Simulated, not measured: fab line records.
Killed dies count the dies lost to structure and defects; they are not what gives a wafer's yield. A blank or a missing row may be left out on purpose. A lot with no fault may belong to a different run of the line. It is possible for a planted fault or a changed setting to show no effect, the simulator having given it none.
Struck lot and sound lot, side by side	flow sky130	15 out of 708 route steps
Sound: these wafers, L392.2, L392.3, L392.5. Struck: wafers L383.2, L383.3, L383.5. Last of all comes the cause.
For every step that has rows: the tool of each side, followed by ch and its chambers, followed by its first start. Under that, the readings that differ: sound wafers	struck wafers	difference of the means	sigmas: that difference in standard deviations of wafers without a fault.
alike: words and numbers the same on both sides, and readings whose means are apart by under 2 such deviations; not compared: readings that were withheld, readings missing a value for some wafer, numbers with overlapping values and no deviation given by the record, and bounds like >300 which may hide the same value.
A row with sigmas, a row that says differs or no value, or rows on one side alone: a step with any of these is where the two part. Non-overlapping numbers with no deviation appear without sigmas and do not part them. A reading missing from all wafers of one side parts the sides only when that side holds two or more wafers.

first, 7 steps without rows for these wafers: SKY_LOCAL_INTERCONNECT_HMDS_04 (prime time 60 s); SKY_LOCAL_INTERCONNECT_COAT_05 (resist thk 60 nm); SKY_LOCAL_INTERCONNECT_COAT_06 (resist thk 450 nm); SKY_LOCAL_INTERCONNECT_SOFTBAKE_07 (time 90 s); SKY_LOCAL_INTERCONNECT_EXPOSE_08 (exposes mask LI1M, target cd 170 nm); SKY_LOCAL_INTERCONNECT_PEB_09; SKY_LOCAL_INTERCONNECT_DEVELOP_10 (develop time 60 s).
SKY_LOCAL_INTERCONNECT_CD_MEAS_11: target cd 170 nm.
  sound on cdSem-02, day 35 03:32; struck on cdSem-01, day 32 03:40
  alike: cdNm
SKY_LOCAL_INTERCONNECT_OVL_MEAS_12:
  sound on overlay-01, day 35 03:39; struck on overlay-02, day 32 03:46
  alike: LOCAL_INTERCONNECT_OVL
SKY_LOCAL_INTERCONNECT_ETCH_13: etches BARC in N2/H2, stops on SiO2, time 45.9 s, target depth 60 nm.
  sound on rieMetal-03 ch 0, day 35 03:42; struck on rieMetal-02 ch 0,1, day 32 03:47
  alike: biasW, drypumpMotorCurrentA, oesProductAu, rfFwdPowerW, throttleValvePct
  not compared: rfHoursCounterH
SKY_LOCAL_INTERCONNECT_METAL_ETCH_14: etches TiN in Cl2/BCl3, stops on PSG, target depth 110 nm, time 31.4 s.
  sound on rieMetal-03 ch 0, day 35 03:49; struck on rieMetal-02 ch 0,1, day 32 03:51
  alike: biasW, drypumpMotorCurrentA, oesProductAu, rfFwdPowerW, throttleValvePct
  not compared: rfHoursCounterH
SKY_LOCAL_INTERCONNECT_STRIP_15: strips in O2/N2.
  sound on plasmaAsher-04 ch 0, day 35 03:55; struck on plasmaAsher-02 ch 0,1, day 32 03:55
  alike: chamberPressureMTorr, drypumpMotorCurrentA, oesProductAu, stripTimeToEndpointS
  not compared: rfHoursCounterH
SKY_LOCAL_INTERCONNECT_STRIP_16: strips in post etch residue remover, time 1200 s.
  sound on wetBench-01 ch 2, day 35 04:01; struck on wetBench-04 ch 1, day 32 04:01
  no value came back on the struck wafers for bathGuardTempC (C), bathHeatDutyPct (%), tempC (C); on the sound wafers bathGuardTempC (C) reads 72.5 72.4 72.2
then, 1 step without rows for these wafers: SKY_LOCAL_INTERCONNECT_CLEAN_17 (cleans in IPA, time 180 s).
-- record jumps: 15 days separate the struck wafers' starts on either side; left off in module LOCAL_INTERCONNECT, taken up again in module PAD_OPEN, whose first shown step is the route's number 708 --
SKY_PAD_OPEN_PROBE_99:
  sound on prober-02, day 49 10:29; struck on prober-01, day 47 01:40
  alike: killed_at_M0_to_M3, killed_at_M4_up, killedAtContacts, killedAtFrontEnd, killedAtOther, killedDies, killedOnRim, killedOpen, killedShort

## WHERE THEY PART
Within this record, at SKY_LOCAL_INTERCONNECT_STRIP_16 only. Later steps at which nothing parts them and some readings are alike: SKY_PAD_OPEN_PROBE_99.

WHY: what the simulator had put in
At SKY_LOCAL_INTERCONNECT_STRIP_16, the step was skipped entirely on wetBench-04 from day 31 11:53 on. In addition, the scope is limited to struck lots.
